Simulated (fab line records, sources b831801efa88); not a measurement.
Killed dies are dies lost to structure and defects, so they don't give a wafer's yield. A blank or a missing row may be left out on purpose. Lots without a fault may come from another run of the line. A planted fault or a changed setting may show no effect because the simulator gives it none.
A struck lot beside a sound one | flow sky130 | 19 steps out of a route of 708
Sound: wafers L547.1, L547.2, L547.3. Struck: wafer L549.6. (L549.4 of the same lot was not struck and is left out.) The cause comes at the end.
At each step with rows: each side's tool, then ch and its chambers, then its first start. Under that, the readings that differ: sound wafers | struck wafers | difference of the means | sigmas: that difference in standard deviations of wafers without a fault.
alike: readings whose means differ by less than 2 such deviations, and words and numbers that are the same on both sides. not compared: withheld readings, readings that some wafer has no value for, bounds like >300 that may hide the same value, and numbers for which the record gives no deviation and whose values overlap.
The two part at a step that has a row with sigmas, a row that says differs or no value, or rows on one side only. Numbers that don't overlap but have no deviation are shown without sigmas and don't part them. A reading that every wafer of one side lacks parts them only if that side has two wafers or more.

SKY_SONOS_TUNNEL_TW_MEAS_12:
  sound on film_metro-04, day 12 02:00; struck on film_metro-04, day 13 01:05
  alike: SONOS_TUNNEL_TW
then, 2 steps without rows for these wafers: SKY_SONOS_TUNNEL_CLEAN_13 (cleans in dHF, time 20 s); SKY_SONOS_ONO_OXIDATION_00 (stabilise 600 s, purge 300 s, target thk 2.6 nm).
SKY_SONOS_ONO_THK_MEAS_01:
  sound on film_metro-04, day 12 04:37; struck on film_metro-03, day 13 02:56
  alike: SONOS_ONO_OXIDATION_THK
then, 1 step without rows for these wafers: SKY_SONOS_ONO_CVD_02 (deposits Si3N4 from DCS/NH3, target thk 10.5 nm, time 180 s).
SKY_SONOS_ONO_THK_MEAS_03:
  sound on film_metro-04, day 12 06:57; struck on film_metro-03, day 13 04:55
  alike: SONOS_ONO_CVD_02_THK
then, 1 step without rows for these wafers: SKY_SONOS_ONO_CVD_04 (deposits SiO2 from SiH4/N2O, target thk 5.7199 nm).
SKY_SONOS_ONO_THK_MEAS_05:
  sound on film_metro-03, day 12 08:16; struck on film_metro-04, day 13 06:13
  alike: SONOS_ONO_CVD_04_THK
then, 4 steps without rows for these wafers: SKY_SONOS_ONO_DEHYDRATE_06 (time 60 s); SKY_SONOS_ONO_HMDS_07 (prime time 60 s); SKY_SONOS_ONO_COAT_08 (resist thk 1140 nm); SKY_SONOS_ONO_SOFTBAKE_09 (time 60 s).
SKY_SONOS_ONO_EXPOSE_10: exposes mask ONOM, target cd 410 nm.
  sound on iline_stepper-01 ch 0, day 12 20:13; struck on iline_stepper-01 ch 0, day 13 19:28
  alike: mask
then, 2 steps without rows for these wafers: SKY_SONOS_ONO_PEB_11; SKY_SONOS_ONO_DEVELOP_12 (develop time 60 s).
SKY_SONOS_ONO_CD_MEAS_13: target cd 410 nm.
  sound on cd_sem-02, day 13 08:46; struck on cd_sem-02, day 14 06:44
  reading    | sound             | struck | difference | sigmas
  cd_nm (nm) | 407.0 405.5 407.2 | 313.6  | -93.0      | -42
SKY_SONOS_ONO_OVL_MEAS_14:
  sound on overlay-01, day 13 08:53; struck on overlay-02, day 14 06:49
  alike: SONOS_ONO_OVL
SKY_SONOS_ONO_ETCH_15: etches the open film in CHF3/O2, target depth 19.52 nm, time 7.8 s.
  sound on rie_diel-04 ch 0,1,2, day 13 08:55; struck on rie_diel-02 ch 3, day 14 06:50
  reading                    | sound             | struck | difference | sigmas
  model.SONOS_ONO.cd_nm (nm) | 406.9 405.6 407.3 | 313.7  | -92.9      |
  alike: drypump_motor_current_A, oes_product_au, throttle_valve_pct
  not compared: rf_hours_counter_h
then, 1 step without rows for these wafers: SKY_SONOS_ONO_WET_ETCH_16 (etches SiO2 in dHF, target depth 14 nm, time 280 s).

WHERE THEY PART
Only at SKY_SONOS_ONO_CD_MEAS_13, within this record. Later steps at which nothing parts them and some readings are alike: SKY_SONOS_ONO_OVL_MEAS_14, SKY_SONOS_ONO_ETCH_15.

WHY: what the simulator had put in
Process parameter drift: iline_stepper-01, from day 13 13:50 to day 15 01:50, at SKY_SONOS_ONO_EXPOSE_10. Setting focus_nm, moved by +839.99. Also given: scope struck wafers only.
